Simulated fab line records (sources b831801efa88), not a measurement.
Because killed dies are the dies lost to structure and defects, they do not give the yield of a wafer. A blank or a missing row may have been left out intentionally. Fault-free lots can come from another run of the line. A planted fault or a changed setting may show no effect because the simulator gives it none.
fab line records	flow sky130
[record] lots = 13	wafers = 39	last_day = 50
route steps=708 shown FIELD_ISO@31 NWELL@34 DNWELL@43 PAD_OPEN@708
lots with no fault: from the same line, run without faults
start_h: hours from the record's first day to the start of the lot's first wafer shown	wait_h: hours since the lot's step before	" identical to the entry in the row above	L1.1+2: a single row standing in for several wafers	- no value, or no start given	* or withheld: withheld	< > ~ a bound
route shown NAME@n: NAME is a module with steps in the file, n the number in the route of the first one	usual: mean/standard deviation taken from wafers without a fault	same: alike in all rows	chamber/n: place in a boat	sites: each site's reading	_std_site: the standard deviation of these	_edge_site: inner sites' mean taken away from outer sites' mean	radius_mm: for every site, how far away it sits from the centre of the wafer	mask NAME#n: copy n	behind: tool/chamber where the wafer was last shaped	hold: what put the lot on hold/how long, in hours/how the hold closed	device: the n, p or np transistor that did not switch	end of line: the route-end tests of the same wafers	step lacking rows: just its recipe	killed: not the wafer's yield, but the dies lost to structure and defects at the first sort	map: a wafer's dies, x killed, . not, _ none there
set.NAME: setting as actually run; set.NAME@STEP: the setting as run at that earlier step	model.NAME: the simulator's own value behind a step, which no gauge read
route steps across a sampled set of lots; one table per step, one row per wafer
services: the hour from which a tool's chamber was out of use, counted from the record's first day as start_h (under 0 if before that day), plus the number of hours and why
[[steps]]
[step SKY_FIELD_ISO_WET_ETCH_30]
[recipe] chemistry = dHF	target_depth_nm = 25	target = SiO2	dilution = 10:1	temp_c = 25	time_s = 50
[usual] run_length_s = 79/3.3
lot.wafer	tool	chamber	start_h	wait_h	run_length_s
L603.3	wet_bench-04	0	35.14	0.0	75
L603.4	"	0	"	"	75
L603.6	"	0	"	"	75
L605.1	wet_bench-03	2	46.16	0.0	83
L605.2	"	2	"	"	83
L605.6	"	2	"	"	83
L606.1	wet_bench-04	2	49.02	0.0	85
L606.2	"	2	"	"	85
L606.4	"	2	"	"	85
L607.2	wet_bench-02	1	54.71	0.0	82
L607.4	"	1	"	"	82
L607.5	"	1	"	"	82
L609.2	wet_bench-03	3	66.39	0.0	76
L609.3	"	3	"	"	76
L609.4	"	3	"	"	76
L611.1	wet_bench-04	2	76.78	0.0	77
L611.4	"	2	"	"	77
L611.5	"	2	"	"	77
L612.1	wet_bench-04	0	82.41	0.0	75
L612.5	"	0	"	"	75
L612.6	"	0	"	"	75
L613.2	wet_bench-02	2	85.95	0.0	76
L613.3	"	2	"	"	76
L613.4	"	2	"	"	76
L615.2	wet_bench-04	1	97.37	0.0	77
L615.3	"	1	"	"	77
L615.5	"	1	"	"	77
L618.2	wet_bench-04	3	111.40	0.0	58
L618.3	"	3	"	"	58
L618.6	"	3	"	"	58
L621.3	wet_bench-02	1	127.60	0.0	76
L621.5	"	1	"	"	76
L621.6	"	1	"	"	76
L625.3	wet_bench-02	0	154.66	0.0	83
L625.5	"	0	"	"	83
L625.6	"	0	"	"	83
L626.2	wet_bench-02	0	154.66	0.0	83
L626.4	"	0	"	"	83
L626.6	"	0	"	"	83
[step SKY_NWELL_THK_MEAS_02]
[recipe] reads = SiO2_of_NWELL_OXIDATION_01
[usual] NWELL_OXIDATION_THK = 10.03/0.2
lot.wafer	tool	chamber	start_h	wait_h	NWELL_OXIDATION_THK[nm]
L603.3	film_metro-04	-	38.05	0.0	9.91
L603.4	"	-	"	"	9.76
L603.6	"	-	"	"	10.02
L605.1	film_metro-02	-	47.84	0.0	10.17
L605.2	"	-	"	"	10.06
L605.6	"	-	"	"	10.20
L606.1	film_metro-04	-	50.50	0.0	10.20
L606.2	"	-	"	"	10.04
L606.4	"	-	"	"	10.19
L607.2	film_metro-04	-	56.26	0.0	10.14
L607.4	"	-	"	"	10.16
L607.5	"	-	"	"	9.92
L609.2	film_metro-03	-	68.38	0.0	10.30
L609.3	"	-	"	"	10.01
L609.4	"	-	"	"	10.13
L611.1	film_metro-04	-	79.51	0.0	9.95
L611.4	"	-	"	"	9.93
L611.5	"	-	"	"	9.81
L612.1	film_metro-04	-	83.87	0.0	9.53
L612.5	"	-	"	"	9.59
L612.6	"	-	"	"	9.61
L613.2	film_metro-04	-	87.42	0.0	9.87
L613.3	"	-	"	"	10.04
L613.4	"	-	"	"	9.87
L615.2	film_metro-02	-	99.19	0.1	10.24
L615.3	"	-	"	"	10.17
L615.5	"	-	"	"	10.20
L618.2	film_metro-03	-	114.66	0.0	10.05
L618.3	"	-	"	"	10.12
L618.6	"	-	"	"	9.96
L621.3	film_metro-02	-	129.08	0.0	10.35
L621.5	"	-	"	"	10.16
L621.6	"	-	"	"	10.27
L626.2	film_metro-04	-	156.64	0.0	10.23
L626.4	"	-	"	"	10.14
L626.6	"	-	"	"	10.27
L625.3	film_metro-03	-	156.65	0.0	10.00
L625.5	"	-	"	"	10.08
L625.6	"	-	"	"	10.06
[step SKY_DNWELL_STRIP_08]
[recipe] chemistry = O2/N2	power_w = 1400	pressure_mtorr = 1500	platen_temp_c = withheld	o2_flow_sccm = 3000	n2_flow_sccm = 300	overash_fraction = 0.5
[usual] drypump_motor_current_A = 5.8/0.39	oes_product_au = 0.722/0.0048	strip_time_to_endpoint_s = 36.92/0.086
lot.wafer	tool	chamber	start_h	wait_h	drypump_motor_current_A	oes_product_au	rf_hours_counter_h	strip_time_to_endpoint_s
L603.3	plasma_asher-04	0	53.71	0.1	5.8	0.720	-	36.82
L603.4	"	1	"	"	4.9	0.732	-	36.96
L603.6	"	0	"	"	5.8	0.715	-	36.85
L605.1	plasma_asher-01	1	63.77	0.2	5.5	0.723	24	37.02
L605.2	"	0	"	"	6.2	0.716	24	36.88
L605.6	"	1	"	"	5.6	0.729	-	36.99
L606.1	plasma_asher-02	0	67.07	0.1	5.8	0.727	38	36.73
L606.2	"	1	"	"	6.0	0.717	38	36.85
L606.4	"	0	"	"	5.8	0.727	-	36.78
L607.2	plasma_asher-02	0	72.64	0.1	5.8	0.723	39	36.91
L607.4	"	0	"	"	5.8	0.733	-	36.91
L607.5	"	0	"	"	5.8	0.725	-	36.97
L609.2	plasma_asher-01	0	84.95	0.1	6.2	0.718	27	36.90
L609.3	"	1	"	"	5.6	0.726	-	36.86
L609.4	"	0	"	"	6.2	0.722	-	36.82
L611.1	plasma_asher-01	1	96.42	0.1	5.6	0.716	28	36.94
L611.4	"	1	"	"	5.6	0.720	-	36.83
L611.5	"	0	"	"	6.2	0.723	-	36.69
L612.1	plasma_asher-01	1	101.65	0.1	5.6	0.718	29	36.89
L612.5	"	1	"	"	5.6	0.715	-	37.00
L612.6	"	0	"	"	6.2	0.726	-	36.81
L613.2	plasma_asher-04	0	105.12	0.1	5.8	0.716	42	36.83
L613.3	"	1	"	"	4.9	0.729	-	36.80
L613.4	"	0	"	"	5.8	0.723	-	36.81
L615.2	plasma_asher-01	0	116.82	0.1	6.2	0.722	30	36.91
L615.3	"	0	"	"	6.2	0.728	-	36.73
L615.5	"	0	"	"	6.2	0.724	-	37.00
L618.2	plasma_asher-04	1	131.57	0.1	4.9	0.721	45	36.99
L618.3	"	1	"	"	5.0	0.717	-	36.91
L618.6	"	1	"	"	4.9	0.721	-	36.95
L621.3	plasma_asher-02	1	148.15	0.1	6.0	0.726	-	36.94
L621.5	"	1	"	"	6.0	0.730	-	36.92
L621.6	"	0	"	"	5.8	0.713	-	36.97
L625.3	plasma_asher-02	1	176.60	0.1	6.0	0.721	-	37.02
L625.5	"	0	"	"	5.8	0.721	-	37.02
L625.6	"	1	"	"	6.0	0.725	-	36.96
L626.2	plasma_asher-01	0	176.85	0.1	6.2	0.716	35	36.81
L626.4	"	0	"	"	6.2	0.721	-	36.91
L626.6	"	1	"	"	5.6	0.714	-	36.94
[step SKY_NWELL_STRIP_14]
[recipe] chemistry = O2/N2	power_w = 1400	pressure_mtorr = 1500	platen_temp_c = withheld	o2_flow_sccm = 3000	n2_flow_sccm = 300	overash_fraction = 0.5
[usual] drypump_motor_current_A = 5.6/0.5	oes_product_au = 0.722/0.0043	strip_time_to_endpoint_s = 36.94/0.11
lot.wafer	tool	chamber	start_h	wait_h	drypump_motor_current_A	oes_product_au	rf_hours_counter_h	strip_time_to_endpoint_s
L603.3	plasma_asher-04	0	88.27	0.1	5.9	0.719	-	37.05
L603.4	"	1	"	"	4.9	0.719	-	37.00
L603.6	"	1	"	"	4.9	0.722	-	37.08
L605.1	plasma_asher-01	1	98.63	0.1	5.6	0.721	28	36.95
L605.2	"	0	"	"	6.2	0.719	28	37.05
L605.6	"	1	"	"	5.6	0.722	-	37.11
L606.1	plasma_asher-01	0	102.64	0.1	6.2	0.723	29	37.04
L606.2	"	1	"	"	5.5	0.719	29	36.81
L606.4	"	0	"	"	6.2	0.723	-	36.88
L607.2	plasma_asher-04	1	107.08	0.1	4.9	0.725	42	36.92
L607.4	"	0	"	"	5.8	0.720	-	36.93
L607.5	"	0	"	"	5.8	0.714	-	36.84
L609.2	plasma_asher-03	1	120.93	0.1	6.3	0.722	44	36.87
L609.3	"	0	"	"	5.5	0.724	-	36.92
L609.4	"	1	"	"	6.3	0.712	-	36.98
L611.1	plasma_asher-03	0	132.74	0.1	5.6	0.722	45	36.79
L611.4	"	1	"	"	6.3	0.727	-	36.76
L611.5	"	0	"	"	5.6	0.725	-	36.74
L612.1	plasma_asher-03	1	139.23	0.1	6.3	0.721	46	36.76
L612.5	"	1	"	"	6.4	0.724	-	36.78
L612.6	"	0	"	"	5.6	0.726	-	36.73
L613.2	plasma_asher-04	1	143.27	0.1	4.9	0.714	46	37.01
L613.3	"	1	"	"	4.9	0.723	-	36.95
L613.4	"	0	"	"	5.8	0.723	-	37.00
L615.2	plasma_asher-04	0	155.23	0.1	5.8	0.718	47	36.83
L615.3	"	1	"	"	4.9	0.720	-	36.83
L615.5	"	0	"	"	5.8	0.724	-	36.81
L618.2	plasma_asher-04	1	171.62	0.1	4.9	0.722	49	36.97
L618.3	"	1	"	"	4.9	0.723	-	37.04
L618.6	"	0	"	"	5.8	0.725	-	36.92
L621.3	plasma_asher-04	1	189.01	0.1	4.9	0.723	-	36.97
L621.5	"	1	"	"	4.9	0.723	-	36.96
L621.6	"	0	"	"	5.8	0.733	-	36.91
L625.3	plasma_asher-04	0	220.77	0.1	5.8	0.718	-	36.86
L625.5	"	0	"	"	5.8	0.722	-	36.85
L625.6	"	1	"	"	4.9	0.708	-	36.88
L626.2	plasma_asher-01	1	221.27	0.1	5.5	0.722	39	36.86
L626.4	"	1	"	"	5.6	0.718	-	36.96
L626.6	"	0	"	"	6.2	0.722	-	36.93
[step SKY_PAD_OPEN_PROBE_99]
[usual] killed_at_M0_to_M3 = 45/7.9	killed_at_M4_up = 2.9/1.8	killed_at_contacts = 25/5.5	killed_at_front_end = 16/4.4	killed_at_other = 0.3/0.58	killed_dies = 89/9.4	killed_open = 49/6.8	killed_short = 40/6.3
[same] gross_dies = 492	killed_at_back_side = 0
lot.wafer	tool	chamber	start_h	wait_h	killed_at_M0_to_M3	killed_at_M4_up	killed_at_contacts	killed_at_front_end	killed_at_other	killed_dies	killed_open	killed_short
L603.3	prober-02	-	1067.15	0.2	54	2	21	16	0	93	49	44
L603.4	prober-02	-	1067.20	0.2	54	5	14	23	0	96	60	36
L603.6	prober-02	-	1067.30	0.2	42	2	20	15	0	79	43	35
L605.1	prober-01	-	1097.59	0.1	42	2	20	9	0	73	35	36
L605.2	prober-01	-	1097.64	0.1	48	3	27	19	0	97	46	50
L605.6	prober-01	-	1097.84	0.2	50	3	28	14	0	95	48	47
L607.2	prober-02	-	1100.01	0.1	44	1	24	18	0	87	56	31
L607.4	prober-02	-	1100.11	0.2	53	4	25	16	2	100	53	46
L607.5	prober-02	-	1100.16	0.2	39	3	33	12	2	89	49	39
L609.2	prober-01	-	1111.28	0.1	54	1	30	12	0	97	55	42
L609.3	prober-01	-	1111.33	0.2	39	5	30	13	0	87	48	39
L609.4	prober-01	-	1111.38	0.2	28	3	24	17	0	72	44	28
L612.1	prober-02	-	1128.44	0.1	52	10	25	15	0	102	39	61
L612.5	prober-02	-	1128.64	0.2	43	2	26	15	0	86	39	46
L612.6	prober-02	-	1128.69	0.2	51	1	19	8	0	79	39	40
L613.2	prober-02	-	1130.85	0.1	46	2	26	13	0	87	43	43
L613.3	prober-02	-	1130.90	0.2	39	1	28	11	0	79	52	27
L613.4	prober-02	-	1130.95	0.2	27	4	33	16	0	80	45	35
L615.2	prober-02	-	1139.31	0.1	38	1	25	22	0	86	55	31
L615.3	prober-02	-	1139.36	0.2	38	1	32	21	0	92	47	45
L615.5	prober-02	-	1139.46	0.2	38	3	25	16	0	82	43	39
// killed by level:class
L603.3 VIA1:geometric_particle:short=10 VIA1:geometric_particle:open=10 LI_CONTACT:geometric_particle:open=7 VIA3:geometric_particle:open=7 METAL1:geometric_particle:short=6 METAL2:geometric_particle:short=6 CONTACT:geometric_particle:open=6 VIA3:geometric_particle:short=5
L603.4 VIA1:geometric_particle:open=18 VIA2:geometric_particle:open=8 FIELD_ISO:geometric_particle:open=6 LI_CONTACT:geometric_particle:open=6 VIA3:geometric_particle:short=6 VIA1:geometric_particle:short=5 METAL2:geometric_particle:short=5 POLY_GATE:geometric_particle:short=4
L603.6 VIA1:geometric_particle:open=13 CONTACT:geometric_particle:open=7 VIA3:geometric_particle:short=6 LOCAL_INTERCONNECT:geometric_particle:short=6 METAL2:geometric_particle:short=6 VIA3:geometric_particle:open=5 FIELD_ISO:geometric_particle:open=4 VIA2:geometric_particle:open=4
L605.1 VIA1:geometric_particle:open=11 METAL2:geometric_particle:short=8 CONTACT:geometric_particle:short=6 VIA2:geometric_particle:open=6 VIA1:geometric_particle:short=5 LI_CONTACT:geometric_particle:open=4 CONTACT:geometric_particle:open=4 LOCAL_INTERCONNECT:geometric_particle:short=3
L605.2 VIA1:geometric_particle:open=10 METAL1:geometric_particle:short=9 FIELD_ISO:geometric_particle:short=7 LI_CONTACT:geometric_particle:open=7 CONTACT:geometric_particle:open=7 VIA2:geometric_particle:open=7 LOCAL_INTERCONNECT:geometric_particle:short=5 CONTACT:geometric_particle:short=5
L605.6 CONTACT:geometric_particle:open=11 VIA1:geometric_particle:short=10 VIA1:geometric_particle:open=9 VIA3:geometric_particle:short=8 LI_CONTACT:geometric_particle:open=6 VIA3:geometric_particle:open=6 METAL2:geometric_particle:short=6 POLY_GATE:geometric_particle:open=5
L607.2 CONTACT:geometric_particle:open=16 VIA2:geometric_particle:open=13 VIA1:geometric_particle:open=8 METAL2:geometric_particle:short=7 FIELD_ISO:geometric_particle:open=6 POLY_GATE:geometric_particle:open=4 VIA1:geometric_particle:short=4 FIELD_ISO:geometric_particle:short=3
L607.4 VIA2:geometric_particle:open=12 CONTACT:geometric_particle:open=8 VIA1:geometric_particle:short=7 VIA3:geometric_particle:open=7 LOCAL_INTERCONNECT:geometric_particle:short=6 METAL1:geometric_particle:short=6 VIA1:geometric_particle:open=6 FIELD_ISO:geometric_particle:short=4
L607.5 CONTACT:geometric_particle:open=12 VIA1:geometric_particle:open=9 VIA3:geometric_particle:open=6 LI_CONTACT:geometric_particle:open=6 FIELD_ISO:geometric_particle:open=5 LOCAL_INTERCONNECT:geometric_particle:short=5 CONTACT:geometric_particle:short=5 VIA1:geometric_particle:short=5
L609.2 VIA1:geometric_particle:open=13 VIA2:geometric_particle:open=11 CONTACT:geometric_particle:open=10 LOCAL_INTERCONNECT:geometric_particle:short=6 CONTACT:geometric_particle:short=6 METAL2:geometric_particle:short=6 METAL1:geometric_particle:short=5 FIELD_ISO:geometric_particle:open=4
L609.3 LI_CONTACT:geometric_particle:open=10 CONTACT:geometric_particle:short=10 VIA1:geometric_particle:open=9 VIA3:geometric_particle:open=8 CONTACT:geometric_particle:open=6 VIA2:geometric_particle:open=5 METAL1:geometric_particle:short=4 VIA1:geometric_particle:short=4
L609.4 CONTACT:geometric_particle:open=9 POLY_GATE:geometric_particle:short=7 LI_CONTACT:geometric_particle:open=7 VIA1:geometric_particle:open=7 VIA3:geometric_particle:open=6 VIA2:geometric_particle:open=5 CONTACT:geometric_particle:short=4 POLY_GATE:geometric_particle:open=3
L612.1 METAL2:geometric_particle:short=13 METAL4:geometric_particle:short=8 CONTACT:geometric_particle:open=8 VIA1:geometric_particle:open=8 LOCAL_INTERCONNECT:geometric_particle:short=7 METAL3:geometric_particle:short=7 FIELD_ISO:geometric_particle:open=5 METAL1:geometric_particle:short=5
L612.5 METAL2:geometric_particle:short=9 LI_CONTACT:geometric_particle:open=7 VIA3:geometric_particle:open=7 METAL3:geometric_particle:short=6 CONTACT:geometric_particle:short=6 CONTACT:geometric_particle:open=6 VIA2:geometric_particle:open=5 FIELD_ISO:geometric_particle:open=4
L612.6 VIA2:geometric_particle:open=14 CONTACT:geometric_particle:open=7 METAL1:geometric_particle:short=7 VIA1:geometric_particle:open=6 FIELD_ISO:geometric_particle:short=5 VIA1:geometric_particle:short=5 LOCAL_INTERCONNECT:geometric_particle:short=4 VIA3:geometric_particle:open=4
L613.2 VIA1:geometric_particle:open=9 VIA3:geometric_particle:open=9 CONTACT:geometric_particle:open=8 CONTACT:geometric_particle:short=7 VIA1:geometric_particle:short=7 METAL2:geometric_particle:short=7 LI_CONTACT:geometric_particle:open=5 METAL1:geometric_particle:short=5
L613.3 CONTACT:geometric_particle:open=14 VIA1:geometric_particle:open=10 VIA3:geometric_particle:open=7 LI_CONTACT:geometric_particle:open=6 METAL2:geometric_particle:short=5 CONTACT:geometric_particle:short=4 VIA2:geometric_particle:open=4 METAL1:geometric_particle:open=3
L613.4 CONTACT:geometric_particle:open=11 LI_CONTACT:geometric_particle:open=8 VIA1:geometric_particle:open=7 VIA2:geometric_particle:open=6 FIELD_ISO:geometric_particle:short=5 LOCAL_INTERCONNECT:geometric_particle:short=5 CONTACT:geometric_particle:short=5 METAL2:geometric_particle:short=5
L615.2 CONTACT:geometric_particle:open=13 VIA1:geometric_particle:open=10 FIELD_ISO:geometric_particle:open=7 VIA2:geometric_particle:open=7 METAL1:geometric_particle:short=5 LI_CONTACT:geometric_particle:short=5 POLY_GATE:geometric_particle:open=5 LI_CONTACT:geometric_particle:open=4
L615.3 LI_CONTACT:geometric_particle:open=13 CONTACT:geometric_particle:open=9 VIA3:geometric_particle:open=7 VIA2:geometric_particle:open=6 POLY_GATE:geometric_particle:short=5 POLY_GATE:geometric_particle:open=5 LOCAL_INTERCONNECT:geometric_particle:short=5 METAL2:geometric_particle:short=5
L615.5 LI_CONTACT:geometric_particle:open=8 VIA2:geometric_particle:open=6 LI_CONTACT:geometric_particle:short=5 CONTACT:geometric_particle:open=5 METAL1:geometric_particle:short=5 VIA1:geometric_particle:open=5 FIELD_ISO:geometric_particle:open=4 POLY_GATE:geometric_particle:open=4
[[services]]
tool	chamber	start_h	hours	kind
plasma_asher-02	-	50.92	12.2	repair
plasma_asher-04	-	62.36	23.2	repair
plasma_asher-02	-	63.09	2.8	pm
plasma_asher-02	-	108.75	9.0	pm
plasma_asher-02	0	108.75	9.0	vent_cycle
plasma_asher-02	1	108.75	9.0	vent_cycle
plasma_asher-02	0	117.75	-	clean
plasma_asher-02	1	117.75	-	clean
wet_bench-02	-	126.38	1.0	repair
plasma_asher-02	-	137.03	0.9	repair
plasma_asher-01	-	143.17	5.7	repair
plasma_asher-01	-	149.24	7.1	repair
wet_bench-03	-	170.96	23.3	repair
plasma_asher-01	-	210.37	3.9	repair
plasma_asher-03	-	214.46	12.2	repair
[[key]]
[first_sign] step = SKY_FIELD_ISO_WET_ETCH_30	reading = run_length_s	direction = down	sigmas = 6.3	usual = *	struck = *
effect none on later readings
met_at SKY_FIELD_ISO_WET_ETCH_30
struck_lots L618
struck_wafers L618.2,L618.3,L618.6
tester_left_out L618
not_acting_at SKY_NWELL_THK_MEAS_02,SKY_DNWELL_STRIP_08,SKY_NWELL_STRIP_14
[fault] kind = process_parameter_drift	tool = wet_bench-04	chamber = 3	onset_h = 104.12	steps = SKY_FIELD_ISO_WET_ETCH_30	channel = time_s	offset = *	shape = step	end_h = 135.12	acts_in = *	stated = *
// tester_left_out: of these lots the tester's yield and bins aren't shown, on N5 and GAA mostly nor the transistor test; their killed dies are dies lost to structure and defects alone, not to doping, threshold or leakage, so they don't give the yield
